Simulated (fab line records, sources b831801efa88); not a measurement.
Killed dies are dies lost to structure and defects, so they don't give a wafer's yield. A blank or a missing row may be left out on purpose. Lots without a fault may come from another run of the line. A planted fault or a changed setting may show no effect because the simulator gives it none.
fab line records | flow sky130
record lots=6 wafers=18 last_day=50
route steps=708 shown METAL2@495 VIA2@507 PAD_OPEN@708
lots that met no fault: from a run of the same line without faults
start_h: hours from the record's first day to the start of the lot's first wafer shown | wait_h: hours since the lot's step before | " the same as in the row above | L1.1+2: a row that stands for several wafers | - no value, or no start given | * or withheld: withheld | < > ~ a bound
route shown NAME@n: a module of which the file shows steps, and the number in the route of the first | usual: mean/standard deviation of fault-free wafers | same: alike in all rows | chamber/n: place in a boat | sites: the reading at each site | _std_site: their standard deviation | _edge_site: outer sites' mean less inner sites' | radius_mm: how far each site lies from the wafer's centre | mask NAME#n: copy n | behind: the tool/chamber that last shaped the wafer | hold: why the lot was held/for how many hours/how that ended | device: the transistor (n, p or np) that didn't switch | end of line: the same wafers' tests at the end of the route | a step without rows: its recipe alone | killed: dies lost to structure and defects at the first sort, not the wafer's yield | map: a wafer's dies, x killed, . not, _ none there
set.NAME: the setting as run; set.NAME@STEP: as run at that earlier step | model.NAME: the simulator's own value behind a step, which no gauge read
lots at some steps of the route; a table a step, a row a wafer
services: from which hour (start_h, from the record's first day; less than 0 if before it) a tool's chamber was out of use, for how many hours, and why
## steps
# step SKY_METAL2_EXPOSE_12
# recipe mask_id=MM2 na=0.8 source_shape=annular sigma_inner=0.55 sigma_outer=0.85 target_cd_nm=140 dose_mj=28
# step SKY_METAL2_PEB_13
# recipe peb_temp_c=withheld peb_time_s=withheld resist=KrF-thick
# step SKY_METAL2_DEVELOP_14
# recipe develop_time_s=58.7 resist=KrF-thick dev_temp_c=21
# step SKY_METAL2_CD_MEAS_15
# recipe target_cd_nm=140
# usual cd_nm=140.0/1.5
# columns lot.wafer tool chamber start_h wait_h cd_nm
L625.2 cd_sem-02 - 838.45 - 141.0
L625.4 " - " " 140.7
L625.6 " - " " 141.7
L627.2 cd_sem-02 - 861.69 - 138.6
L627.3 " - " " 140.7
L627.5 " - " " 140.6
L630.1 cd_sem-02 - 881.52 - 140.7
L630.2 " - " " 141.3
L630.4 " - " " 141.0
L637.3 cd_sem-02 - 914.52 - 139.2
L637.5 " - " " 140.5
L637.6 " - " " 139.5
L638.1 cd_sem-01 - 924.67 - 139.8
L638.2 " - " " 138.8
L638.4 " - " " 139.1
L645.1 cd_sem-02 - 978.52 - 138.8
L645.3 " - " " 139.5
L645.6 " - " " 138.3
# step SKY_METAL2_OVL_MEAS_16
# usual METAL2_OVL=0/5.8
# columns lot.wafer tool chamber start_h wait_h METAL2_OVL[nm]
L625.2 overlay-01 - 838.55 0.1 0
L625.4 " - " " -2
L625.6 " - " " -2
L627.2 overlay-02 - 861.80 0.1 1
L627.3 " - " " -6
L627.5 " - " " -7
L630.1 overlay-01 - 881.64 0.1 -4
L630.2 " - " " -2
L630.4 " - " " 5
L637.3 overlay-01 - 914.61 0.1 2
L637.5 " - " " -1
L637.6 " - " " -1
L638.1 overlay-02 - 924.79 0.1 -1
L638.2 " - " " -2
L638.4 " - " " 0
L645.1 overlay-02 - 978.64 0.1 -9
L645.3 " - " " -2
L645.6 " - " " -7
# step SKY_METAL2_DESCUM_17
# recipe chemistry=O2 source_power_w=150 bias_power_w=0 pressure_mtorr=10 temp_c=40 time_s=8
# usual drypump_motor_current_A=5.2/0.39 oes_product_au=1.002/0.0091
# same bias_power_w=0
# columns lot.wafer tool chamber start_h wait_h drypump_motor_current_A oes_product_au rf_hours_counter_h
L625.2 rie_metal-04 1 838.58 0.0 5.5 1.009 14
L625.4 " 1 " " 5.5 0.997 -
L625.6 " 0 " " 5.6 1.014 -
L627.2 rie_metal-04 1 861.83 0.0 5.5 1.006 15
L627.3 " 0 " " 5.7 1.016 -
L627.5 " 0 " " 5.6 1.019 -
L630.1 rie_metal-01 1 881.67 0.0 5.0 1.011 17
L630.2 " 0 " " 4.9 1.003 7
L630.4 " 1 " " 5.0 1.003 -
L637.3 rie_metal-01 0 914.64 0.0 4.9 1.002 -
L637.5 " 1 " " 5.0 0.997 -
L637.6 " 0 " " 4.9 1.002 -
L638.1 rie_metal-02 0 924.83 0.0 4.8 1.000 2
L638.2 " 1 " " 5.9 0.999 14
L638.4 " 0 " " 4.8 1.004 -
L645.1 rie_metal-01 0 978.67 0.0 4.9 1.002 14
L645.3 " 1 " " 5.0 0.988 -
L645.6 " 0 " " 4.9 0.996 -
# step SKY_METAL2_ETCH_18
# recipe chemistry=N2/H2 target=BARC ion_energy_ev=200 bias_w=100 pressure_mtorr=30 n2_flow_sccm=100 h2_flow_sccm=200 icp_w=500 stop_on=SiO2 time_s=45.9 target_depth_a=600
# usual drypump_motor_current_A=5.3/0.39 oes_product_au=0.856/0.0048 throttle_valve_pct=13.225/0.0086
# columns lot.wafer tool chamber start_h wait_h drypump_motor_current_A oes_product_au rf_hours_counter_h throttle_valve_pct
L625.2 rie_metal-04 1 838.61 0.0 5.5 0.860 14 13.230
L625.4 " 1 " " 5.6 0.847 - 13.220
L625.6 " 0 " " 5.6 0.849 - 13.225
L627.2 rie_metal-04 1 861.86 0.0 5.5 0.859 15 13.219
L627.3 " 0 " " 5.6 0.856 - 13.223
L627.5 " 0 " " 5.6 0.855 - 13.229
L630.1 rie_metal-01 1 881.70 0.0 5.1 0.855 17 13.232
L630.2 " 0 " " 4.9 0.852 7 13.222
L630.4 " 1 " " 5.0 0.862 - 13.217
L637.3 rie_metal-01 0 914.69 0.0 4.9 0.858 - 13.218
L637.5 " 1 " " 5.0 0.853 - 13.229
L637.6 " 0 " " 4.9 0.854 - 13.216
L638.1 rie_metal-02 0 924.86 0.0 4.8 0.846 2 13.227
L638.2 " 1 " " 5.9 0.857 15 13.213
L638.4 " 0 " " 4.8 0.853 - 13.228
L645.1 rie_metal-01 0 978.70 0.0 4.9 0.854 14 13.229
L645.3 " 1 " " 5.0 0.852 - 13.221
L645.6 " 0 " " 4.9 0.849 - 13.235
# step SKY_METAL2_METAL_ETCH_19
# recipe target_depth_a=3600 stop_on=SiO2 over_etch_frac=0.3 time_s=78 chemistry=Cl2/BCl3 resist_sidewall_deg=88 pressure_mtorr=10 icp_w=900 bias_w=48.5 Cl2_flow_sccm=60 bcl3_flow_sccm=30
# usual bcl3_flow_sccm=30.00/0.092 drypump_motor_current_A=5.2/0.39 oes_product_au=0.855/0.0054 throttle_valve_pct=22.265/0.0097
# columns lot.wafer tool chamber start_h wait_h bcl3_flow_sccm drypump_motor_current_A oes_product_au rf_hours_counter_h throttle_valve_pct
L625.2 rie_metal-04 1 838.68 0.0 30.12 5.5 0.858 14 22.263
L625.4 " 1 " " 29.91 5.5 0.847 - 22.259
L625.6 " 0 " " 30.07 5.7 0.853 - 22.253
L627.2 rie_metal-04 1 861.92 0.0 30.04 5.5 0.854 15 22.276
L627.3 " 0 " " 30.01 5.6 0.850 - 22.278
L627.5 " 0 " " 29.92 5.6 0.853 - 22.272
L630.1 rie_metal-01 1 881.77 0.0 30.12 5.0 0.847 17 22.256
L630.2 " 0 " " 30.04 4.9 0.846 7 22.272
L630.4 " 1 " " 29.98 5.0 0.850 - 22.272
L637.3 rie_metal-01 0 914.76 0.1 29.88 4.9 0.864 - 22.275
L637.5 " 1 " " 30.09 5.0 0.860 - 22.260
L637.6 " 0 " " 30.01 4.8 0.865 - 22.277
L638.1 rie_metal-02 0 924.92 0.0 29.88 4.8 0.847 2 22.273
L638.2 " 1 " " 30.07 5.9 0.852 15 22.260
L638.4 " 0 " " 29.83 4.8 0.853 - 22.269
L645.1 rie_metal-01 0 978.77 0.0 29.89 4.9 0.853 15 22.262
L645.3 " 1 " " 30.04 5.0 0.855 - 22.268
L645.6 " 0 " " 29.80 4.9 0.860 - 22.274
# step SKY_METAL2_STRIP_20
# recipe chemistry=O2/N2 power_w=1400 pressure_mtorr=1500 platen_temp_c=withheld o2_flow_sccm=3000 n2_flow_sccm=300 overash_fraction=0.5
# usual drypump_motor_current_A=5.59/0.25 oes_product_au=0.342/0.0045 strip_time_to_endpoint_s=2.70/0.042
# columns lot.wafer tool chamber start_h wait_h drypump_motor_current_A oes_product_au rf_hours_counter_h strip_time_to_endpoint_s
L625.2 plasma_asher-01 0 838.77 0.1 5.69 0.344 108 2.66
L625.4 " 1 " " 5.11 0.344 - 2.69
L625.6 " 1 " " 5.10 0.338 - 2.60
L627.2 plasma_asher-01 0 862.01 0.1 5.69 0.346 111 2.67
L627.3 " 0 " " 5.73 0.331 - 2.64
L627.5 " 1 " " 5.12 0.335 - 2.62
L630.1 plasma_asher-03 1 881.86 0.1 5.74 0.347 44 2.76
L630.2 " 0 " " 5.64 0.345 44 2.78
L630.4 " 1 " " 5.74 0.345 - 2.74
L637.3 plasma_asher-02 0 914.85 0.1 5.58 0.342 - 2.71
L637.5 " 0 " " 5.57 0.340 - 2.74
L637.6 " 1 " " 5.85 0.346 - 2.73
L638.1 plasma_asher-02 0 925.01 0.1 5.57 0.348 76 2.69
L638.2 " 1 " " 5.86 0.339 76 2.68
L638.4 " 1 " " 5.84 0.340 - 2.70
L645.1 plasma_asher-01 0 978.86 0.1 5.70 0.351 121 2.79
L645.3 " 0 " " 5.72 0.335 - 2.76
L645.6 " 0 " " 5.69 0.337 - 2.69
# step SKY_METAL2_STRIP_21
# recipe chemistry=post_etch_residue_remover time_s=1200 temp_c=72.5
# step SKY_METAL2_CLEAN_22
# recipe chemistry=IPA time_s=180 temp_c=25
# step SKY_METAL2_CLEAN_23
# recipe chemistry=O3/DIW dry=n2_spin
# step SKY_VIA2_HDPCVD_00
# recipe material=SiO2 target_thk_nm=1180 sigma_open_frac=0.3 time_s=196.7 temp_c=400 sih4_flow_sccm=60 pressure_mtorr=6
# usual sih4_flow_sccm=60.01/0.19
# columns lot.wafer tool chamber start_h wait_h sih4_flow_sccm model.SiO2_of_VIA2_HDPCVD_00.thk_nm
L625.2 hdpcvd-01 2 839.36 0.0 60.19 1150
L625.4 " 0 " " 59.98 1159
L625.6 " 1 " " 59.87 1169
L627.2 hdpcvd-02 2 862.66 0.0 59.93 1187
L627.3 " 1 " " 60.33 1184
L627.5 " 2 " " 59.92 1186
L630.1 hdpcvd-01 0 882.48 0.0 60.22 1185
L630.2 " 1 " " 60.01 1193
L630.4 " 1 " " 59.96 1183
L637.3 hdpcvd-01 1 915.41 0.0 71.81 1394
L637.5 " 0 " " 71.84 1406
L637.6 " 2 " " 72.20 1392
L638.1 hdpcvd-01 2 926.01 0.0 72.39 1409
L638.2 " 1 " " 72.11 1409
L638.4 " 0 " " 71.92 1404
L645.1 hdpcvd-02 2 979.46 0.0 59.82 1172
L645.3 " 1 " " 59.91 1158
L645.6 " 0 " " 60.23 1174
# step SKY_VIA2_THK_MEAS_01
# recipe reads=SiO2_of_VIA2_HDPCVD_00
# usual VIA2_HDPCVD_THK=1171/11
# columns lot.wafer tool chamber start_h wait_h VIA2_HDPCVD_THK[nm]
L625.2 film_metro-03 - 839.49 0.1 1149
L625.4 " - " " 1160
L625.6 " - " " 1169
L627.2 film_metro-04 - 862.80 0.1 1187
L627.3 " - " " 1185
L627.5 " - " " 1187
L630.1 film_metro-03 - 882.61 0.1 1184
L630.2 " - " " 1193
L630.4 " - " " 1184
L637.3 film_metro-04 - 915.56 0.1 1395
L637.5 " - " " 1406
L637.6 " - " " 1394
L638.1 film_metro-03 - 926.13 0.1 1408
L638.2 " - " " 1408
L638.4 " - " " 1404
L645.1 film_metro-02 - 979.59 0.1 1172
L645.3 " - " " 1157
L645.6 " - " " 1173
# step SKY_VIA2_CMP_02
# recipe material=SiO2 down_force_psi=4 platen_rpm=60 pad_velocity_m_s=0.94248
# usual head_pressure_psi=4.000/0.0088 motor_current_A=12.1/0.94
# columns lot.wafer tool chamber start_h wait_h head_pressure_psi motor_current_A
L625.2 cmp-02 2 839.54 0.0 4.007 11.0
L625.4 " 3 " " 4.004 11.6
L625.6 " 3 " " 3.998 11.8
L627.3 cmp-02 1 862.85 0.0 4.005 12.4
L627.2 " 0 " " 4.006 12.5
L627.5 " 2 " " 3.984 10.9
L630.1 cmp-02 2 882.67 0.1 4.002 10.9
L630.4 " 0 " " 3.997 12.5
L630.2 " 1 " " 3.996 12.5
L637.3 cmp-02 1 915.78 0.2 3.991 12.4
L637.5 " 1 " " 4.006 12.0
L637.6 " 2 " " 3.998 10.6
L638.1 cmp-02 0 926.29 0.1 4.015 12.6
L638.2 " 1 " " 3.984 12.3
L638.4 " 2 " " 4.005 10.6
L645.3 cmp-02 0 979.91 0.3 4.009 12.8
L645.1 " 1 " " 3.988 12.1
L645.6 " 1 " " 4.005 12.4
# step SKY_PAD_OPEN_PROBE_99
# usual defect_limited_yield=82.3/1.9 killed_at_M0_to_M3=44/7.3 killed_at_M4_up=3.4/1.7 killed_at_contacts=24/5.3 killed_at_front_end=15/4.1 killed_at_other=0.4/0.68 killed_dies=87/9.5 killed_on_rim=17/3.8 killed_open=48/7.1 killed_short=39/5.8 sort_bin_3_pad_short=0.8/0.39 sort_bin_5_function=10.4/1.4 sort_bin_6_memory=6.5/1.1 sort_n_pass=405/9.5 sort_yield_pct=82.3/1.9
# same gross_dies=492 killed_at_back_side=0 sort_bin_4_leakage[%]=0 sort_bin_8_speed[%]=0
# columns lot.wafer tool chamber start_h wait_h defect_limited_yield[%] killed_at_M0_to_M3 killed_at_M4_up killed_at_contacts killed_at_front_end killed_at_other killed_dies killed_on_rim killed_open killed_short sort_bin_3_pad_short[%] sort_bin_5_function[%] sort_bin_6_memory[%] sort_n_pass sort_yield_pct[%]
L625.2 prober-01 - 1088.95 0.1 83.1 44 5 23 11 0 83 16 53 30 0.4 9.8 6.7 409 83.1
L625.4 prober-01 - 1089.05 0.2 80.9 51 6 16 21 0 94 12 53 39 1.0 11.8 6.3 398 80.9
L625.6 prober-01 - 1089.15 0.2 81.5 49 1 19 22 0 91 18 49 40 0.6 10.2 7.7 401 81.5
L627.2 prober-01 - 1107.35 0.1 77.6 57 2 31 19 1 110 22 57 52 0.8 11.4 10.2 382 77.6
L627.3 prober-01 - 1107.40 0.2 82.7 40 4 19 22 0 85 15 42 43 0.8 8.9 7.5 407 82.7
L627.5 prober-01 - 1107.50 0.2 84.3 38 3 19 17 0 77 17 40 37 1.2 10.2 4.3 415 84.3
L630.1 prober-01 - 1123.84 0.1 79.9 49 1 39 8 2 99 24 55 42 1.0 12.6 6.5 393 79.9
L630.2 prober-01 - 1123.89 0.1 80.5 49 2 27 15 3 96 14 54 37 1.4 13.0 5.1 396 80.5
L630.4 prober-01 - 1123.99 0.2 80.1 45 3 30 20 0 98 18 53 45 1.0 11.0 7.9 394 80.1
L637.3 prober-01 - 1147.69 0.2 85.4 34 2 22 13 1 72 11 39 32 1.0 7.5 6.1 420 85.4
L637.5 prober-01 - 1147.79 0.2 80.5 50 3 20 22 1 96 13 58 38 0.6 12.2 6.7 396 80.5
L637.6 prober-01 - 1147.84 0.2 82.9 34 4 28 18 0 84 18 45 38 0.8 9.3 6.9 408 82.9
L638.1 prober-02 - 1155.00 0.1 78.7 53 4 32 16 0 105 22 55 50 1.4 12.4 7.5 387 78.7
L638.2 prober-02 - 1155.05 0.1 84.1 36 2 29 11 0 78 16 44 34 1.0 8.3 6.5 414 84.1
L638.4 prober-02 - 1155.15 0.2 85.0 31 1 29 12 1 74 14 44 29 0.8 9.6 4.7 418 85.0
L645.1 prober-01 - 1193.20 0.1 84.1 37 8 17 16 0 78 15 42 36 1.0 9.1 5.7 414 84.1
L645.3 prober-01 - 1193.30 0.2 77.6 67 3 24 16 0 110 22 69 41 0.2 14.0 8.1 382 77.6
L645.6 prober-01 - 1193.45 0.2 81.7 46 3 23 18 0 90 18 57 33 0.8 10.2 7.3 402 81.7
# killed by level:class
L625.2 CONTACT:geometric_particle:open=12 VIA2:geometric_particle:open=11 VIA1:geometric_particle:open=10 VIA3:geometric_particle:open=7 LI_CONTACT:geometric_particle:open=4 METAL4:geometric_particle:short=4 FIELD_ISO:geometric_particle:open=3 SPACER:geometric_particle:short=3
L625.4 VIA1:geometric_particle:open=10 VIA2:geometric_particle:open=10 CONTACT:geometric_particle:open=8 FIELD_ISO:geometric_particle:open=7 METAL1:geometric_particle:short=7 METAL2:geometric_particle:short=6 FIELD_ISO:geometric_particle:short=4 METAL3:geometric_particle:short=4
L625.6 VIA1:geometric_particle:open=9 VIA3:geometric_particle:open=8 VIA2:geometric_particle:open=7 LOCAL_INTERCONNECT:geometric_particle:short=6 LI_CONTACT:geometric_particle:open=6 FIELD_ISO:geometric_particle:short=5 METAL2:geometric_particle:short=5 SPACER:geometric_particle:open=4
L627.2 VIA3:geometric_particle:open=11 LI_CONTACT:geometric_particle:open=10 CONTACT:geometric_particle:open=10 METAL2:geometric_particle:short=7 VIA1:geometric_particle:open=7 FIELD_ISO:geometric_particle:short=6 VIA2:geometric_particle:open=6 LOCAL_INTERCONNECT:geometric_particle:short=5
L627.3 VIA1:geometric_particle:open=8 FIELD_ISO:geometric_particle:short=7 LI_CONTACT:geometric_particle:open=7 CONTACT:geometric_particle:open=6 METAL1:geometric_particle:short=6 VIA3:geometric_particle:open=5 VIA3:geometric_particle:short=5 POLY_GATE:geometric_particle:short=4
L627.5 CONTACT:geometric_particle:open=7 VIA2:geometric_particle:open=7 METAL2:geometric_particle:short=6 POLY_GATE:geometric_particle:open=5 LI_CONTACT:geometric_particle:short=5 LI_CONTACT:geometric_particle:open=5 VIA1:geometric_particle:open=5 FIELD_ISO:geometric_particle:short=4
L630.1 CONTACT:geometric_particle:open=14 VIA1:geometric_particle:open=13 LI_CONTACT:geometric_particle:open=8 CONTACT:geometric_particle:short=7 VIA2:geometric_particle:open=7 LOCAL_INTERCONNECT:geometric_particle:short=5 VIA1:geometric_particle:short=5 METAL3:geometric_particle:short=5
L630.2 CONTACT:geometric_particle:open=11 VIA1:geometric_particle:open=11 VIA3:geometric_particle:open=9 METAL1:geometric_particle:short=7 POLY_GATE:geometric_particle:open=5 LI_CONTACT:geometric_particle:open=5 CONTACT:geometric_particle:short=5 VIA1:geometric_particle:short=5
L630.4 VIA1:geometric_particle:open=11 LOCAL_INTERCONNECT:geometric_particle:short=9 VIA3:geometric_particle:open=9 FIELD_ISO:geometric_particle:open=7 CONTACT:geometric_particle:open=7 LI_CONTACT:geometric_particle:open=6 POLY_GATE:geometric_particle:short=5 LI_CONTACT:geometric_particle:short=5
L637.3 VIA1:geometric_particle:open=8 CONTACT:geometric_particle:open=7 VIA2:geometric_particle:open=7 POLY_GATE:geometric_particle:short=5 CONTACT:geometric_particle:short=5 LI_CONTACT:geometric_particle:open=4 LOCAL_INTERCONNECT:geometric_particle:short=4 METAL1:geometric_particle:short=4
L637.5 VIA3:geometric_particle:open=12 VIA1:geometric_particle:open=10 VIA2:geometric_particle:open=9 FIELD_ISO:geometric_particle:open=7 CONTACT:geometric_particle:open=7 FIELD_ISO:geometric_particle:short=5 POLY_GATE:geometric_particle:short=5 LI_CONTACT:geometric_particle:open=4
L637.6 CONTACT:geometric_particle:open=9 LI_CONTACT:geometric_particle:open=8 VIA1:geometric_particle:open=8 CONTACT:geometric_particle:short=8 METAL1:geometric_particle:short=7 FIELD_ISO:geometric_particle:open=6 POLY_GATE:geometric_particle:open=4 VIA3:geometric_particle:open=4
L638.1 CONTACT:geometric_particle:open=18 VIA3:geometric_particle:open=10 METAL2:geometric_particle:short=9 CONTACT:geometric_particle:short=7 METAL1:geometric_particle:short=7 VIA2:geometric_particle:open=7 VIA1:geometric_particle:open=6 VIA2:geometric_particle:short=5
L638.2 CONTACT:geometric_particle:open=9 LI_CONTACT:geometric_particle:open=7 VIA1:geometric_particle:open=7 LOCAL_INTERCONNECT:geometric_particle:short=6 VIA2:geometric_particle:open=6 METAL2:geometric_particle:short=5 METAL1:geometric_particle:short=5 SPACER:geometric_particle:open=4
L638.4 CONTACT:geometric_particle:open=12 LI_CONTACT:geometric_particle:open=7 VIA2:geometric_particle:open=7 CONTACT:geometric_particle:short=4 VIA1:geometric_particle:open=4 METAL2:geometric_particle:open=4 SONOS_ONO:geometric_particle:short=3 LOCAL_INTERCONNECT:geometric_particle:open=3
L645.1 VIA1:geometric_particle:open=8 VIA2:geometric_particle:open=8 METAL4:geometric_particle:short=7 CONTACT:geometric_particle:open=6 FIELD_ISO:geometric_particle:short=5 FIELD_ISO:geometric_particle:open=5 VIA3:geometric_particle:open=5 LOCAL_INTERCONNECT:geometric_particle:short=4
L645.3 VIA1:geometric_particle:open=16 VIA2:geometric_particle:open=16 CONTACT:geometric_particle:open=10 METAL1:geometric_particle:short=7 VIA3:geometric_particle:open=7 CONTACT:geometric_particle:short=6 VIA1:geometric_particle:short=6 FIELD_ISO:geometric_particle:short=5
L645.6 VIA1:geometric_particle:open=14 CONTACT:geometric_particle:open=9 LI_CONTACT:geometric_particle:open=8 VIA3:geometric_particle:open=8 VIA2:geometric_particle:open=6 FIELD_ISO:geometric_particle:short=5 FIELD_ISO:geometric_particle:open=5 METAL2:geometric_particle:short=4
## services
# columns tool chamber start_h hours kind
cmp-02 - 821.63 5.8 pm
rie_metal-02 - 822.72 2.8 pm
plasma_asher-02 - 846.21 5.5 repair
plasma_asher-01 - 854.31 2.8 repair
rie_metal-02 1 858.04 4.1 repair
rie_metal-04 0 874.93 1.7 repair
cmp-02 - 884.73 3.4 repair
cmp-02 - 889.42 0.8 repair
rie_metal-04 0 893.58 5.1 repair
rie_metal-01 1 915.26 - clean
rie_metal-01 1 915.26 41.0 scheduled_down
rie_metal-01 1 915.26 41.0 vent_cycle
cmp-02 - 917.92 3.2 repair
plasma_asher-01 - 920.06 14.1 repair
rie_metal-02 - 940.59 1.0 repair
rie_metal-04 - 944.82 0.9 repair
rie_metal-02 1 947.69 1.9 repair
rie_metal-02 - 949.61 2.4 repair
rie_metal-02 - 950.11 0.3 repair
hdpcvd-02 - 950.25 15.0 pm
rie_metal-04 1 974.40 - clean
rie_metal-04 1 974.40 23.3 scheduled_down
plasma_asher-01 - 976.12 1.5 repair
hdpcvd-01 0 978.72 6.2 repair
## key
first_sign step=SKY_VIA2_HDPCVD_00 reading=sih4_flow_sccm direction=up sigmas=64 usual=60.01 struck=72.04
effect step=SKY_VIA2_THK_MEAS_01 reading=VIA2_HDPCVD_THK direction=up sigmas=21 usual=1171 struck=1402
model_effect step=SKY_VIA2_HDPCVD_00 value=SiO2_of_VIA2_HDPCVD_00.thk_nm without=1166 struck=1402
met_at SKY_VIA2_HDPCVD_00
struck_wafers L637.3,L637.5,L637.6,L638.1,L638.2,L638.4
onset_between 882.48 915.41
fault kind=process_parameter_drift tool=hdpcvd-01 chamber=- onset_h=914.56 steps=SKY_VIA2_HDPCVD_00 channel=sih4_flow_sccm offset=12 shape=step end_h=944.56 acts_in=these_recipes_only stated=60
